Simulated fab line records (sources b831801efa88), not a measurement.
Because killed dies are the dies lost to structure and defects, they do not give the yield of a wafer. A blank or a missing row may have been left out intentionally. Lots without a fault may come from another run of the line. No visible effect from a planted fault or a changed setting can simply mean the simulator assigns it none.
Problem report in the 8D (eight disciplines) form, filled by code || flow sky130 || the parts of the form that need people (team, actions taken, sign-off) are left out

1. WHAT WENT WRONG
Wafers without a fault read 74.2 s, standard deviation 0.45; run-length-s at SKY_LI_CONTACT_ETCH_14 reads a mean of 54.8 s on 4 wafers belonging to 2 lots. Relative to the usual mean, that is a shift of -43 standard deviations.
The step: etches BARC in N2/H2, stops on SiO2, time 45.9 s, target depth 60 nm.
The first sign was on wafer L830.4 at day 32 22:37, on rie-diel-02. Wafers with a number at this step in the record: 32, from 11 lots. Rule for "out" (also "out of limits"): further than 4 standard deviations from the usual mean. Any other wafer with a number is counted as sound.

2. WHAT IT IS; WHAT IT IS NOT
{"question": "which readings at this step", "is": "run-length-s, oes-product-au", "is not": "drypump-motor-current-A"}
{"question": "which lots", "is": "L830, L834", "is not": "L821, L822, L823, L826, L827, L837, L840, L843, L844"}
{"question": "which wafers of those lots", "is": "L830.4, L830.5, L834.4, L834.5", "is not": "L834.6"}
{"question": "read on which tools", "is": "rie-diel-02", "is not": "rie-diel-01, rie-diel-04"}
{"question": "when", "is": "from day 32 22:37", "is not": "up to then (15 sound wafers); but 13 sound wafers of L834, L837, L840, L843, L844 came after"}

3. THE SUSPECTS, EACH WITH WHAT RULES IT OUT
Counting: a tool at a process step up to the reading stays a suspect if it ran every lot that is out. Sound lots after the first of them don't rule it out here, since some wafers of a struck lot are sound.
- plasma-asher-04 at SKY_PWDE_STRIP_09 (strips in O2/N2): kept. It ran every lot that is out, first L830 (day 6 07:47).
- plasma-asher-02 at SKY_VT_ADJUST_NCORE_STRIP_10 (strips in O2/N2): kept. Every lot that is out went through it, the first being L830 (day 11 16:33); the last sound lot it ran before that was L827 (day 10 16:40).
- rie-diel-02 at SKY_LI_CONTACT_ETCH_14 (etches BARC in N2/H2, stops on SiO2, time 45.9 s, target depth 60 nm): kept. Every lot that is out went through it, the first being L830 (day 32 22:37); the last sound lot it ran before that was L827 (day 31 13:34). On those wafers its own readings are out: oes-product-au, run-length-s.
Still standing after the count: plasma-asher-04 at SKY_PWDE_STRIP_09, plasma-asher-02 at SKY_VT_ADJUST_NCORE_STRIP_10, rie-diel-02 at SKY_LI_CONTACT_ETCH_14.

4. THE CAUSE (what the simulator had put in)
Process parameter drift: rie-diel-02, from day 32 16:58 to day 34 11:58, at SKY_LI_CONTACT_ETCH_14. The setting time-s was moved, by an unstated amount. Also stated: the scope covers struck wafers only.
3 suspects survive the count, and this tool is in that group.

5. SEQUENCE OF EFFECTS, ordered by route
One row per reading whose mean, taken over the struck wafers that have a number, lies over 3 standard deviations from the usual. Scope: only readings with a usual standard deviation given in the record; hours: median across lots of the time from each lot's start at the first step in this table that gives one to its start at this step; sigmas: change in usual standard deviations.
{"hours": 0, "step": "SKY_LI_CONTACT_ETCH_14", "reading": "oes-product-au", "usual": "0.855 a.u.", "on struck wafers": 1.006, "change": "+0.151", "sigmas": "+30"}
{"hours": 0, "step": "SKY_LI_CONTACT_ETCH_14", "reading": "run-length-s", "usual": "74.2 s", "on struck wafers": 54.8, "change": -19.5, "sigmas": -43}
{"hours": 0, "step": "SKY_LI_CONTACT_STRIP_16", "reading": "strip-time-to-endpoint-s", "usual": "3.50 s", "on struck wafers": 3.70, "change": "+0.20", "sigmas": "+6.2"}
Process steps it contains:
- SKY_LI_CONTACT_ETCH_14: etches BARC in N2/H2, stops on SiO2, time 45.9 s, target depth 60 nm.
- SKY_LI_CONTACT_STRIP_16: strips in O2/N2.

6. WHAT WOULD HAVE CAUGHT IT SOONER
6 hours passed between the start of the fault at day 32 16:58 and the first reading out of limits in this record, taken at day 32 22:37.
